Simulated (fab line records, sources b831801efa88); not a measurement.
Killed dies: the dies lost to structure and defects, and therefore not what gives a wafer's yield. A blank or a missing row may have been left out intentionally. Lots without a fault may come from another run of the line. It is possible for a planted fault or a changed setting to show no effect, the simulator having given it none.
A struck lot beside a sound one || flow sky130 || 13 out of 708 route steps
Sound: the wafers L979.1, L979.3, L979.5. Struck: wafers L969.1, L969.2, L969.5. The cause is named last.
At each step with rows: each side's tool, then ch and its chambers, then its first start. Under that, the readings that differ: sound wafers || struck wafers || difference of the means || sigmas: that difference in standard deviations of wafers without a fault.
alike: readings whose means differ by less than 2 such deviations, and words and numbers that are the same on both sides. not compared: withheld readings, readings that some wafer has no value for, bounds like >300 that may hide the same value, and numbers for which the record gives no deviation and whose values overlap.
Wherever a step has rows on one side only, a row that says differs or no value, or a row with sigmas, the two part there. When numbers do not overlap yet have no deviation, they are printed without sigmas and do not part them. A reading that every wafer of one side lacks parts them only if that side has two wafers or more.

SKY_NWELL_TW_MEAS_26:
  struck on film_metro-01, day 7 15:01; sound on film_metro-03, day 10 04:01
{"reading": "NWELL_2_TW", "sound": "504 499 503", "struck": "494 490 491", "difference": -10, "sigmas": -2}
then, 1 step without rows for these wafers: SKY_NWELL_CLEAN_27 (cleans in SC1/SC2, time 150 s).
SKY_NWELL_RTA_28: time 30 s.
  sound on rtp_anneal-02 ch 0, day 10 04:08; struck on rtp_anneal-01 ch 0, day 7 15:08
  alike: lamp_power_pct, ramp_down_c_per_s, wafer_temp_C_max
SKY_NWELL_RS_MEAS_29: measures by four-point-probe.
  struck on film_metro-02, day 7 15:14; sound on film_metro-02, day 10 04:14
  alike: NWELL_RS
SKY_NWELL_RS_MEAS_31: measures by four-point-probe.
  struck on film_metro-02, day 7 15:28; sound on film_metro-02, day 10 04:28
  alike: PWDE_RS
then, 6 steps without rows for these wafers: SKY_VT_ADJUST_HVTP_DEHYDRATE_00 (time 60 s); SKY_VT_ADJUST_HVTP_HMDS_01 (prime time 60 s); SKY_VT_ADJUST_HVTP_COAT_02 (resist thk 1140 nm); SKY_VT_ADJUST_HVTP_SOFTBAKE_03 (time 60 s); SKY_VT_ADJUST_HVTP_EXPOSE_04 (exposes mask HVTPM, target cd 380 nm); SKY_VT_ADJUST_HVTP_PEB_05.
SKY_VT_ADJUST_HVTP_DEVELOP_06: develop time 60 s.
  sound on litho_track-02 ch 0, day 11 02:58; struck on litho_track-02, day 8 11:07
  no value came back on the struck wafers for chill_plate_temp_C (C), develop_time_s (s); on the sound wafers chill_plate_temp_C (C) reads 22.92 22.93 23.02
SKY_VT_ADJUST_HVTP_CD_MEAS_07: the cd target is 380 nm.
  struck on cd_sem-02, day 8 11:16; sound on cd_sem-01, day 11 03:07
{"reading": "cd_nm (nm)", "sound": "382.3 378.7 383.1", "struck": "- - -", "difference": "no value on the struck wafers", "sigmas": ""}

WHERE THEY PART
Earliest at SKY_NWELL_TW_MEAS_26; latest, in this record, at SKY_VT_ADJUST_HVTP_CD_MEAS_07.

WHY: whatever the simulator had introduced
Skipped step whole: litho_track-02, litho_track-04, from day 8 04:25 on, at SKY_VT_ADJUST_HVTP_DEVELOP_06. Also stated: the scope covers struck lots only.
